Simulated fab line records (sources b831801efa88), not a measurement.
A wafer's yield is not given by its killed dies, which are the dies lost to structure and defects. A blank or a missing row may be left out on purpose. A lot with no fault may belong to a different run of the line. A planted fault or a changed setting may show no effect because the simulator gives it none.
Problem report, 8D (eight disciplines) form, completed by code | flow gf180mcu | the parts of the form that need people (team, actions taken, sign-off) are left out

## 1. WHAT IS WRONG
Across 6 wafers from 2 lots, VT_IMPLANT_4_TW at GF_VT_IMPLANT_TW_MEAS_43 averages 619, while fault-free wafers read 690 with a standard deviation of 6.7. Measured from the usual mean, that is -11 standard deviations.
Earliest sighting: wafer L763.3 on film_metro-02 at day 9 22:42. The record holds 39 wafers of 13 lots with a number at this step. Rule for "out", or "out of limits": more than 4 standard deviations from the usual mean. The other wafers with a number count as sound.

## 2. WHAT IT IS AND WHAT IT IS NOT
question                    | is                           | is not
which readings at this step | VT_IMPLANT_4_TW              | -
which lots                  | L763, L765                   | L756, L758, L759, L760, L761, L770, L771, L772, L774, L775, L776
which wafers of those lots  | all that have a number       | -
read on which gauges        | film_metro-02, film_metro-04 | film_metro-01
when                        | from day 9 22:42             | up to then (15 sound wafers); but 18 sound wafers of L770, L771, L772, L774, L775, L776 came after

## 3. SUSPECTS, AND WHAT RULES EACH OUT
Counting: a tool at any process step up to the reading remains a suspect when it ran all the lots that are out and ran no sound lot after the first of those.
- the gauge at GF_VT_IMPLANT_TW_MEAS_43 has been ruled out. 2 gauges (film_metro-02, film_metro-04) read the wafers that are out.
- implanter-02 at GF_VT_IMPLANT_IMPLANT_41: kept. It processed each lot that is out, first L763 at day 9 22:29, and no sound lot thereafter; up to then, the last sound lot it processed was L761 at day 9 12:26. On those wafers its own readings are out: tilt_deg.
After counting, what remains is implanter-02 at GF_VT_IMPLANT_IMPLANT_41.

## 4. THE CAUSE (what the simulator had put in)
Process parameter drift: implanter-02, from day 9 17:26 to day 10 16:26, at GF_VT_IMPLANT_IMPLANT_41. Setting tilt_deg shifted by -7 from 7. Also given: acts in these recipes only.
Only this tool survived the counting.

## 5. THE EFFECT CHAIN, in route order
One row per reading whose mean, taken over the struck wafers that have a number, lies over 3 standard deviations from the usual. Only readings for which the record gives a usual standard deviation are gone through. hours: the time from each lot's start at the first step in this table that gives one to its start at this step, as a median over the lots. sigmas: the change in usual standard deviations.
hours | step                     | reading         | usual         | on struck wafers | change | sigmas
0     | GF_VT_IMPLANT_IMPLANT_41 | tilt_deg        | 7.002 degrees | 0.013            | -6.989 | -99 or more
0     | GF_VT_IMPLANT_TW_MEAS_43 | VT_IMPLANT_4_TW | 690           | 619              | -71    | -11
The process steps in it:
- GF_VT_IMPLANT_IMPLANT_41
At these later measuring or inspecting steps, every struck wafer for which the step has a row has a number for every such reading, and none has moved that far: GF_VT_IMPLANT_RS_MEAS_48, GF_DUAL_GATE_THK_MEAS_03.

## 6. HOW IT WOULD HAVE BEEN CAUGHT EARLIER
Counted from the fault's start at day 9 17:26, it took 5 hours until the first out-of-limits reading at a measuring or inspecting step in this record, taken at day 9 22:42.
At GF_VT_IMPLANT_IMPLANT_41, the tool's own readings (tilt_deg) were out on each struck wafer the step has a row for, so an alarm limit on them would have fired on the first such wafer.
Among the 2 lots that are out, L765 began GF_VT_IMPLANT_IMPLANT_41 on implanter-02 after day 9 22:42. A tool hold placed at that time would have kept it from harm.
